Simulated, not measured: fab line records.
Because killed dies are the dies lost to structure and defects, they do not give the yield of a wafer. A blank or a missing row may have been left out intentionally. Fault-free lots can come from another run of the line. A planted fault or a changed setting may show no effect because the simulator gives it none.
fab line records + flow sky130
record:
- lots: 6
- wafers: 18
- last-day: 49
route steps=708 shown VT_ADJUST_HVTR@133 VT_ADJUST_PCH@143
lots that met no fault: from a run of the same line without faults
start-h: the number of hours between the record's first day and the start of the first shown wafer of the lot + wait-h: hours since the lot's step before + " same as the row above + L1.1+2: a single row standing in for several wafers + - value missing, or start not given + * or withheld: withheld + < > ~ a bound
route shown NAME@n: NAME is a module with steps in the file, n the number in the route of the first one + usual: mean/standard deviation of fault-free wafers + same: alike in all rows + chamber/n: place in a boat + sites: per-site readings + _std_site: the standard deviation of these + _edge_site: inner sites' mean taken away from outer sites' mean + radius-mm: how far each site lies from the wafer's centre + mask NAME#n: copy n + behind: the most recent tool/chamber to have shaped the wafer + hold: why the lot went on hold/how many hours it stayed there/how the hold came to an end + device: the n, p or np transistor that did not switch + end of line: tests run on the same wafers once the route is complete + where a step has no rows: the recipe by itself + killed: the dies lost at the first sort to structure and to defects; this is not the yield of the wafer + map: dies across one wafer; x = killed, . = not, _ = none there
set.NAME: setting as actually run; set.NAME@STEP: the setting as run at that earlier step + model.NAME: the simulator's own value behind a step, which no gauge read
certain route steps with their lots: each step a table, each wafer a row
services: from which hour (start-h, from the record's first day; less than 0 if before it) a tool's chamber was out of use, for how many hours, and why
== steps ==
step: SKY_VT_ADJUST_HVTR_COAT_02
recipe:
- resist: NOVOLAK
- spin-rpm: 3000
- resist-thk-nm: 1140
step: SKY_VT_ADJUST_HVTR_SOFTBAKE_03
recipe:
- temp-c: 90
- time-s: 60
- resist: NOVOLAK
step: SKY_VT_ADJUST_HVTR_EXPOSE_04
recipe:
- mask-id: HVTRM
- target-cd-nm: 380
- na: 0.6
- source-shape: conventional
- sigma-outer: 0.6
- dose-mj: 150
step: SKY_VT_ADJUST_HVTR_PEB_05
recipe:
- temp-c: withheld
- time-s: *
- resist: NOVOLAK
step: SKY_VT_ADJUST_HVTR_DEVELOP_06
recipe:
- develop-time-s: 60
- dev-temp-c: 23
step: SKY_VT_ADJUST_HVTR_CD_MEAS_07
recipe:
- target-cd-nm: 380
usual:
- cd-nm: 379.1/2.3
| lot.wafer | tool      | chamber | start-h | wait-h | cd-nm |
|-----------|-----------|---------|---------|--------|-------|
| L411.1    | cd-sem-01 | -       | 251.20  | 0.1    | 381.5 |
| L411.5    | "         | -       | "       | "      | 379.6 |
| L411.6    | "         | -       | "       | "      | 379.5 |
| L412.2    | cd-sem-01 | -       | 255.95  | 0.1    | 376.0 |
| L412.4    | "         | -       | "       | "      | 375.1 |
| L412.6    | "         | -       | "       | "      | 377.5 |
| L415.2    | cd-sem-02 | -       | 275.95  | 0.1    | 379.9 |
| L415.4    | "         | -       | "       | "      | 381.2 |
| L415.6    | "         | -       | "       | "      | 378.3 |
| L416.2    | cd-sem-01 | -       | 286.87  | 0.1    | 377.4 |
| L416.4    | "         | -       | "       | "      | 378.6 |
| L416.6    | "         | -       | "       | "      | 380.1 |
| L418.1    | cd-sem-02 | -       | 301.59  | 0.1    | 377.8 |
| L418.2    | "         | -       | "       | "      | 376.9 |
| L418.3    | "         | -       | "       | "      | 374.8 |
| L423.1    | cd-sem-02 | -       | 337.89  | 0.1    | 380.5 |
| L423.2    | "         | -       | "       | "      | 378.0 |
| L423.6    | "         | -       | "       | "      | 380.9 |
step: SKY_VT_ADJUST_HVTR_OVL_MEAS_08
usual:
- VT_ADJUST_HVTR_OVL: -0.8/1.4
| lot.wafer | tool       | chamber | start-h | wait-h | VT_ADJUST_HVTR_OVL[nm] |
|-----------|------------|---------|---------|--------|------------------------|
| L411.1    | overlay-02 | -       | 251.32  | 0.1    | -0.8                   |
| L411.5    | "          | -       | "       | "      | 0.7                    |
| L411.6    | "          | -       | "       | "      | 0.5                    |
| L412.2    | overlay-01 | -       | 256.06  | 0.1    | -0.2                   |
| L412.4    | "          | -       | "       | "      | -0.1                   |
| L412.6    | "          | -       | "       | "      | 0.0                    |
| L415.2    | overlay-01 | -       | 276.06  | 0.1    | -0.5                   |
| L415.4    | "          | -       | "       | "      | -0.6                   |
| L415.6    | "          | -       | "       | "      | -0.2                   |
| L416.2    | overlay-01 | -       | 286.98  | 0.1    | 0.8                    |
| L416.4    | "          | -       | "       | "      | -0.5                   |
| L416.6    | "          | -       | "       | "      | -0.8                   |
| L418.1    | overlay-01 | -       | 301.71  | 0.1    | 0.5                    |
| L418.2    | "          | -       | "       | "      | 0.8                    |
| L418.3    | "          | -       | "       | "      | 0.0                    |
| L423.1    | overlay-02 | -       | 338.01  | 0.1    | -2.9                   |
| L423.2    | "          | -       | "       | "      | -0.2                   |
| L423.6    | "          | -       | "       | "      | -1.6                   |
step: SKY_VT_ADJUST_HVTR_IMPLANT_09
recipe:
- species: B
- energy-kev: 10
- dose-cm2: 2.1e+12
- tilt-deg: withheld
step: SKY_VT_ADJUST_HVTR_STRIP_10
recipe:
- chemistry: O2/N2
- power-w: 1400
- pressure-mtorr: 1500
- platen-temp-c: withheld
- o2-flow-sccm: 3000
- n2-flow-sccm: 300
- overash-fraction: 0.5
usual:
- drypump-motor-current-A: 5.94/0.27
- o2-flow-sccm: 2999/8.7
- oes-product-au: 0.716/0.0042
- strip-time-to-endpoint-s: 14.18/0.043
| lot.wafer | tool            | chamber | start-h | wait-h | drypump-motor-current-A | o2-flow-sccm | oes-product-au | rf-hours-counter-h | strip-time-to-endpoint-s |
|-----------|-----------------|---------|---------|--------|-------------------------|--------------|----------------|--------------------|--------------------------|
| L411.1    | plasma-asher-04 | 0       | 251.51  | 0.1    | 6.26                    | 3001         | 0.710          | 54                 | 14.16                    |
| L411.5    | "               | 0       | "       | "      | 6.23                    | 2995         | 0.717          | -                  | 14.16                    |
| L411.6    | "               | 1       | "       | "      | 6.08                    | 3000         | 0.715          | -                  | 14.14                    |
| L412.2    | plasma-asher-03 | 0       | 256.24  | 0.1    | 5.70                    | 2984         | 0.720          | 12                 | 14.21                    |
| L412.4    | "               | 0       | "       | "      | 5.71                    | 2985         | 0.717          | -                  | 14.24                    |
| L412.6    | "               | 1       | "       | "      | 6.18                    | 3008         | 0.717          | -                  | 14.23                    |
| L415.2    | plasma-asher-01 | 0       | 276.24  | 0.1    | 5.81                    | 2998         | 0.713          | 59                 | 14.22                    |
| L415.4    | "               | 1       | "       | "      | 5.51                    | 2984         | 0.722          | -                  | 14.23                    |
| L415.6    | "               | 0       | "       | "      | 5.82                    | 3006         | 0.717          | -                  | 14.21                    |
| L416.2    | plasma-asher-03 | 1       | 287.16  | 0.1    | 6.17                    | 2990         | 0.717          | 15                 | 14.18                    |
| L416.4    | "               | 1       | "       | "      | 6.16                    | 2996         | 0.714          | -                  | 14.25                    |
| L416.6    | "               | 1       | "       | "      | 6.18                    | 3007         | 0.716          | -                  | 14.19                    |
| L418.1    | plasma-asher-03 | 1       | 301.90  | 0.1    | 6.20                    | 3001         | 0.710          | 17                 | 14.22                    |
| L418.2    | "               | 0       | "       | "      | 5.70                    | 2983         | 0.708          | 17                 | 14.24                    |
| L418.3    | "               | 0       | "       | "      | 5.70                    | 3011         | 0.715          | -                  | 14.20                    |
| L423.1    | plasma-asher-01 | 1       | 338.28  | 0.1    | 5.46                    | 2999         | 0.712          | 65                 | 14.15                    |
| L423.2    | "               | 0       | "       | "      | 5.83                    | 2996         | 0.713          | 65                 | 14.21                    |
| L423.6    | "               | 1       | "       | "      | 5.45                    | 3007         | 0.713          | -                  | 14.16                    |
step: SKY_VT_ADJUST_HVTR_TW_MEAS_11
usual:
- VT_ADJUST_HVTR_TW: 210.5/2.2
| lot.wafer | tool          | chamber | start-h | wait-h | VT_ADJUST_HVTR_TW |
|-----------|---------------|---------|---------|--------|-------------------|
| L411.1    | film-metro-01 | -       | 251.61  | 0.1    | 209.1             |
| L411.5    | "             | -       | "       | "      | 208.6             |
| L411.6    | "             | -       | "       | "      | 208.5             |
| L412.2    | film-metro-01 | -       | 256.35  | 0.1    | 208.6             |
| L412.4    | "             | -       | "       | "      | 208.5             |
| L412.6    | "             | -       | "       | "      | 208.8             |
| L415.2    | film-metro-04 | -       | 276.35  | 0.1    | 214.2             |
| L415.4    | "             | -       | "       | "      | 214.2             |
| L415.6    | "             | -       | "       | "      | 213.6             |
| L416.2    | film-metro-04 | -       | 287.27  | 0.1    | 213.7             |
| L416.4    | "             | -       | "       | "      | 214.6             |
| L416.6    | "             | -       | "       | "      | 213.8             |
| L418.1    | film-metro-03 | -       | 302.00  | 0.1    | 208.8             |
| L418.2    | "             | -       | "       | "      | 209.8             |
| L418.3    | "             | -       | "       | "      | 209.1             |
| L423.1    | film-metro-01 | -       | 338.38  | 0.1    | 208.3             |
| L423.2    | "             | -       | "       | "      | 209.7             |
| L423.6    | "             | -       | "       | "      | 209.0             |
step: SKY_VT_ADJUST_PCH_DEHYDRATE_00
recipe:
- temp-c: 200
- time-s: 60
step: SKY_VT_ADJUST_PCH_HMDS_01
recipe:
- prime-time-s: 60
- prime-temp-c: 120
step: SKY_VT_ADJUST_PCH_COAT_02
recipe:
- spin-rpm: 2000
- resist-thk-nm: 3000
usual:
- spin-speed-rpm: 1999.8/1.6
| lot.wafer | tool           | chamber | start-h | wait-h | spin-speed-rpm | model.coat_of_VT_ADJUST_PCH_COAT_02.thk-nm |
|-----------|----------------|---------|---------|--------|----------------|--------------------------------------------|
| L411.1    | litho-track-04 | 0       | 263.54  | 0.1    | 1998.2         | 3021                                       |
| L411.5    | "              | 0       | "       | "      | 1999.8         | 3007                                       |
| L411.6    | "              | 0       | "       | "      | 1999.2         | 3007                                       |
| L412.2    | litho-track-03 | 0       | 268.41  | 0.1    | 2000.0         | 2998                                       |
| L412.4    | "              | 0       | "       | "      | 2000.2         | 3014                                       |
| L412.6    | "              | 0       | "       | "      | 1999.8         | 3011                                       |
| L415.2    | litho-track-03 | 0       | 288.86  | 0.1    | 1713.1         | 3253                                       |
| L415.4    | "              | 0       | "       | "      | 1714.2         | 3257                                       |
| L415.6    | "              | 0       | "       | "      | 1714.9         | 3251                                       |
| L416.2    | litho-track-02 | 0       | 299.36  | 0.1    | 2000.0         | 3010                                       |
| L416.4    | "              | 0       | "       | "      | 2000.8         | 3012                                       |
| L416.6    | "              | 0       | "       | "      | 1998.8         | 3015                                       |
| L418.1    | litho-track-03 | 0       | 314.38  | 0.1    | 1715.8         | 3256                                       |
| L418.2    | "              | 0       | "       | "      | 1714.8         | 3242                                       |
| L418.3    | "              | 0       | "       | "      | 1715.9         | 3249                                       |
| L423.1    | litho-track-02 | 0       | 351.74  | 0.1    | 1998.1         | 2992                                       |
| L423.2    | "              | 0       | "       | "      | 1997.8         | 2989                                       |
| L423.6    | "              | 0       | "       | "      | 2000.4         | 2988                                       |
step: SKY_VT_ADJUST_PCH_SOFTBAKE_03
recipe:
- temp-c: 110
- time-s: withheld
step: SKY_VT_ADJUST_PCH_EXPOSE_04
recipe:
- mask-id: NWM
- na: 0.6
- source-shape: conventional
- sigma-outer: 0.6
- polarization: unpolarized
- target-cd-nm: 840
- dose-mj: 255
step: SKY_VT_ADJUST_PCH_PEB_05
recipe:
- temp-c: 115
- time-s: withheld
step: SKY_VT_ADJUST_PCH_DEVELOP_06
recipe:
- wall-angle-deg: 90
- developer: TMAH
- develop-time-s: 60
- dev-temp-c: 23
| lot.wafer | tool           | chamber | start-h | wait-h | model.coat_of_VT_ADJUST_PCH_COAT_02.thk-nm |
|-----------|----------------|---------|---------|--------|--------------------------------------------|
| L411.1    | litho-track-04 | 0       | -       | -      | 3017                                       |
| L411.5+6  | "              | 0       | "       | "      | 3003                                       |
| L412.2    | litho-track-02 | 0       | -       | -      | 2993                                       |
| L412.4    | "              | 0       | "       | "      | 3010                                       |
| L412.6    | "              | 0       | "       | "      | 3007                                       |
| L415.2    | litho-track-04 | 0       | -       | -      | 3248                                       |
| L415.4    | "              | 0       | "       | "      | 3253                                       |
| L415.6    | "              | 0       | "       | "      | 3247                                       |
| L416.2    | litho-track-04 | 0       | -       | -      | 3006                                       |
| L416.4    | "              | 0       | "       | "      | 3008                                       |
| L416.6    | "              | 0       | "       | "      | 3011                                       |
| L418.1    | litho-track-04 | 0       | -       | -      | 3251                                       |
| L418.2    | "              | 0       | "       | "      | 3238                                       |
| L418.3    | "              | 0       | "       | "      | 3244                                       |
| L423.1    | litho-track-04 | 0       | -       | -      | 2988                                       |
| L423.2    | "              | 0       | "       | "      | 2985                                       |
| L423.6    | "              | 0       | "       | "      | 2983                                       |
step: SKY_VT_ADJUST_PCH_OVL_MEAS_07
usual:
- VT_ADJUST_PCH_OVL: 0.5/1.3
| lot.wafer | tool       | chamber | start-h | wait-h | VT_ADJUST_PCH_OVL[nm] |
|-----------|------------|---------|---------|--------|-----------------------|
| L411.1    | overlay-01 | -       | 275.59  | -      | 1.9                   |
| L411.5    | "          | -       | "       | "      | 2.2                   |
| L411.6    | "          | -       | "       | "      | 1.4                   |
| L412.2    | overlay-02 | -       | 281.35  | -      | 0.2                   |
| L412.4    | "          | -       | "       | "      | 0.0                   |
| L412.6    | "          | -       | "       | "      | 0.5                   |
| L415.2    | overlay-02 | -       | 301.80  | -      | -1.7                  |
| L415.4    | "          | -       | "       | "      | -0.5                  |
| L415.6    | "          | -       | "       | "      | 0.2                   |
| L416.2    | overlay-01 | -       | 313.00  | -      | 0.7                   |
| L416.4    | "          | -       | "       | "      | -0.8                  |
| L416.6    | "          | -       | "       | "      | 0.5                   |
| L418.1    | overlay-01 | -       | 326.94  | -      | 3.2                   |
| L418.2    | "          | -       | "       | "      | 2.9                   |
| L418.3    | "          | -       | "       | "      | 1.1                   |
| L423.1    | overlay-01 | -       | 366.14  | -      | -0.6                  |
| L423.2    | "          | -       | "       | "      | 2.6                   |
| L423.6    | "          | -       | "       | "      | 1.6                   |
step: SKY_VT_ADJUST_PCH_IMPLANT_08
recipe:
- species: B
- energy-kev: 10
- dose-cm2: 5e+11
- tilt-deg: withheld
step: SKY_VT_ADJUST_PCH_STRIP_09
recipe:
- chemistry: O2/N2
- power-w: 1400
- pressure-mtorr: 1500
- platen-temp-c: withheld
- o2-flow-sccm: 3000
- n2-flow-sccm: 300
- overash-fraction: 0.5
usual:
- drypump-motor-current-A: 5.98/0.3
- o2-flow-sccm: 3000/9.2
- oes-product-au: 0.722/0.0044
- strip-time-to-endpoint-s: 36.93/0.1
| lot.wafer | tool            | chamber | start-h | wait-h | drypump-motor-current-A | o2-flow-sccm | oes-product-au | rf-hours-counter-h | strip-time-to-endpoint-s |
|-----------|-----------------|---------|---------|--------|-------------------------|--------------|----------------|--------------------|--------------------------|
| L411.1    | plasma-asher-02 | 0       | 275.78  | 0.1    | 6.10                    | 2997         | 0.714          | 48                 | 37.16                    |
| L411.5    | "               | 1       | "       | "      | 6.29                    | 3005         | 0.733          | -                  | 37.00                    |
| L411.6    | "               | 0       | "       | "      | 6.05                    | 2991         | 0.725          | -                  | 37.00                    |
| L412.2    | plasma-asher-04 | 1       | 281.53  | 0.1    | 6.10                    | 2999         | 0.725          | 57                 | 36.89                    |
| L412.4    | "               | 1       | "       | "      | 6.09                    | 3004         | 0.717          | -                  | 37.07                    |
| L412.6    | "               | 0       | "       | "      | 6.24                    | 3000         | 0.720          | -                  | 37.06                    |
| L415.2    | plasma-asher-04 | 1       | 301.98  | 0.1    | 6.09                    | 2999         | 0.719          | 59                 | 39.82                    |
| L415.4    | "               | 0       | "       | "      | 6.29                    | 3009         | 0.724          | -                  | 39.83                    |
| L415.6    | "               | 0       | "       | "      | 6.27                    | 3011         | 0.731          | -                  | 39.80                    |
| L416.2    | plasma-asher-02 | 0       | 313.18  | 0.1    | 6.08                    | 3007         | 0.727          | 51                 | 37.04                    |
| L416.4    | "               | 1       | "       | "      | 6.36                    | 3005         | 0.728          | -                  | 37.06                    |
| L416.6    | "               | 1       | "       | "      | 6.36                    | 3007         | 0.724          | -                  | 37.10                    |
| L418.1    | plasma-asher-01 | 0       | 327.13  | 0.1    | 5.77                    | 2987         | 0.723          | 64                 | 39.81                    |
| L418.2    | "               | 1       | "       | "      | 5.47                    | 3022         | 0.712          | 64                 | 39.70                    |
| L418.3    | "               | 0       | "       | "      | 5.76                    | 2992         | 0.722          | -                  | 39.76                    |
| L423.1    | plasma-asher-02 | 1       | 366.33  | 0.1    | 6.31                    | 3006         | 0.718          | 57                 | 36.80                    |
| L423.2    | "               | 0       | "       | "      | 6.08                    | 3010         | 0.725          | 57                 | 36.78                    |
| L423.6    | "               | 0       | "       | "      | 6.06                    | 3000         | 0.729          | -                  | 36.76                    |
step: SKY_VT_ADJUST_PCH_TW_MEAS_10
usual:
- VT_ADJUST_PCH_TW: 141.4/0.85
| lot.wafer | tool          | chamber | start-h | wait-h | VT_ADJUST_PCH_TW |
|-----------|---------------|---------|---------|--------|------------------|
| L411.1    | film-metro-01 | -       | 275.88  | 0.1    | 141.5            |
| L411.5    | "             | -       | "       | "      | 142.1            |
| L411.6    | "             | -       | "       | "      | 142.6            |
| L412.2    | film-metro-01 | -       | 281.64  | 0.1    | 142.1            |
| L412.4    | "             | -       | "       | "      | 141.9            |
| L412.6    | "             | -       | "       | "      | 141.7            |
| L415.2    | film-metro-02 | -       | 302.09  | 0.1    | 140.9            |
| L415.4    | "             | -       | "       | "      | 141.7            |
| L415.6    | "             | -       | "       | "      | 141.0            |
| L416.2    | film-metro-01 | -       | 313.29  | 0.1    | 141.7            |
| L416.4    | "             | -       | "       | "      | 142.2            |
| L416.6    | "             | -       | "       | "      | 142.2            |
| L418.1    | film-metro-02 | -       | 327.23  | 0.1    | 140.0            |
| L418.2    | "             | -       | "       | "      | 140.7            |
| L418.3    | "             | -       | "       | "      | 140.4            |
| L423.1    | film-metro-02 | -       | 366.43  | 0.1    | 141.6            |
| L423.2    | "             | -       | "       | "      | 141.5            |
| L423.6    | "             | -       | "       | "      | 141.7            |
== services ==
| tool            | chamber | start-h | hours | kind   |
|-----------------|---------|---------|-------|--------|
| plasma-asher-03 | -       | 229.38  | 14.1  | repair |
| plasma-asher-04 | -       | 342.92  | 3.4   | repair |
| plasma-asher-04 | -       | 346.48  | 14.6  | pm     |
== key ==
first-sign:
- step: SKY_VT_ADJUST_PCH_COAT_02
- reading: spin-speed-rpm
- direction: down
- sigmas: 99+
- usual: 1999.8
- struck: 1714.8
effect:
- step: SKY_VT_ADJUST_PCH_STRIP_09
- reading: strip-time-to-endpoint-s
- direction: up
- sigmas: 28
- usual: *
- struck: *
model-effect:
- step: SKY_VT_ADJUST_PCH_COAT_02
- value: coat_of_VT_ADJUST_PCH_COAT_02.thk-nm
- without: 3012
- struck: 3251
model-effect:
- step: SKY_VT_ADJUST_PCH_DEVELOP_06
- value: coat_of_VT_ADJUST_PCH_COAT_02.thk-nm
- without: 3007
- struck: 3247
met-at SKY_VT_ADJUST_PCH_COAT_02
struck-wafers L415.2,L415.4,L415.6,L418.1,L418.2,L418.3
sort-left-out L415.2,L415.4,L415.6
tester-left-out L415,L418
onset-between 268.41 288.86
fault:
- kind: process-parameter-drift
- tool: litho-track-03
- chamber: -
- onset-h: 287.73
- steps: SKY_VT_ADJUST_PCH_COAT_02
- channel: spin-rpm
- offset: -284
- shape: step
- end-h: 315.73
- acts-in: these-recipes-only
- stated: 2000
tester-left-out: of these lots the tester's yield and bins aren't shown, on N5 and GAA mostly nor the transistor test; their killed dies are dies lost to structure and defects alone, not to doping, threshold or leakage, so they don't give the yield
sort-left-out: the simulated sort isn't trusted on such a fault, so these wafers' sort isn't shown, and their yield isn't known
